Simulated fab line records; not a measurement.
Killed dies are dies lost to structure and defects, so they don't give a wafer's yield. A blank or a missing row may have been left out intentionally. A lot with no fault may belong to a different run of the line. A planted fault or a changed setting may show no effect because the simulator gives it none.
Comparing a struck lot with a sound one / flow gf180mcu / 14 steps out of a route of 602
Sound: wafers L487.1, L487.4, L487.6. Wafers struck: L490.3, L490.4, L490.5. The cause comes at the end.
Order at every step that has rows: each side's tool, ch and its chambers, its first start. Under that, the readings that differ: sound wafers / struck wafers / difference of the means / sigmas: that difference in standard deviations of wafers without a fault.
alike: a reading whose means differ by less than 2 such deviations, as well as words and numbers matching on both sides. not compared: withheld readings; readings where some wafer has no value; bounds like >300 that might hide an equal value; numbers whose values overlap and for which the record gives no deviation.
Wherever a step has rows on one side only, a row that says differs or no value, or a row with sigmas, the two part there. When numbers do not overlap yet have no deviation, they are printed without sigmas and do not part them. A reading missing from all wafers of one side parts the sides only when that side holds two or more wafers.

first, 8 steps without rows for these wafers: GF_V5_DEHYDRATE_06 (time 60 s); GF_V5_HMDS_07 (prime time 60 s); GF_V5_COAT_08; GF_V5_COAT_09 (resist thk 1000 nm); GF_V5_SOFTBAKE_10 (time 60 s); GF_V5_EXPOSE_11 (exposes mask Via5, target cd 260 nm); GF_V5_PEB_12 (peb time 90 s); GF_V5_DEVELOP_13 (develop time 60 s).
GF_V5_CD_MEAS_14: the cd target is 260 nm.
  sound on cd_sem-01 at day 30 16:16; struck on cd_sem-01 at day 31 09:47
  alike: cd_nm
GF_V5_OVL_MEAS_15:
  sound on overlay-02 at day 30 16:23; struck on overlay-02 at day 31 09:52
  alike: V5_OVL
GF_V5_ETCH_16: etches BARC in N2/H2.
  sound on rie_diel-04 ch 2,3, day 30 16:25; struck on rie_diel-03 ch 0,2, day 31 09:53
  alike: drypump_motor_current_A, oes_product_au, throttle_valve_pct
GF_V5_ETCH_17: etches SiO2 in C4F8/O2/Ar, stops on TiN, target depth 855 nm.
  sound: rie_diel-04 ch 2,3; struck: rie_diel-03 ch 0,2
  alike: oes_product_au
GF_V5_STRIP_18: strips in O2/N2.
  sound on plasma_asher-04 ch 1, day 30 16:34; struck on plasma_asher-02 ch 0,1, day 31 10:05
  no value came back on the struck wafers for chamber_pressure_mTorr (mTorr), drypump_motor_current_A (A), heater_power_w (W), oes_product_au (a.u.); on the sound wafers chamber_pressure_mTorr (mTorr) reads 1503.3 1500.9 1500.9
  not compared: rf_hours_counter_h
then, 1 step without rows for these wafers: GF_V5_STRIP_19 (strips in post etch residue remover, time 1200 s).

## WHERE THEY PART
GF_V5_STRIP_18 only, going by this record.

WHY: whatever the simulator had introduced
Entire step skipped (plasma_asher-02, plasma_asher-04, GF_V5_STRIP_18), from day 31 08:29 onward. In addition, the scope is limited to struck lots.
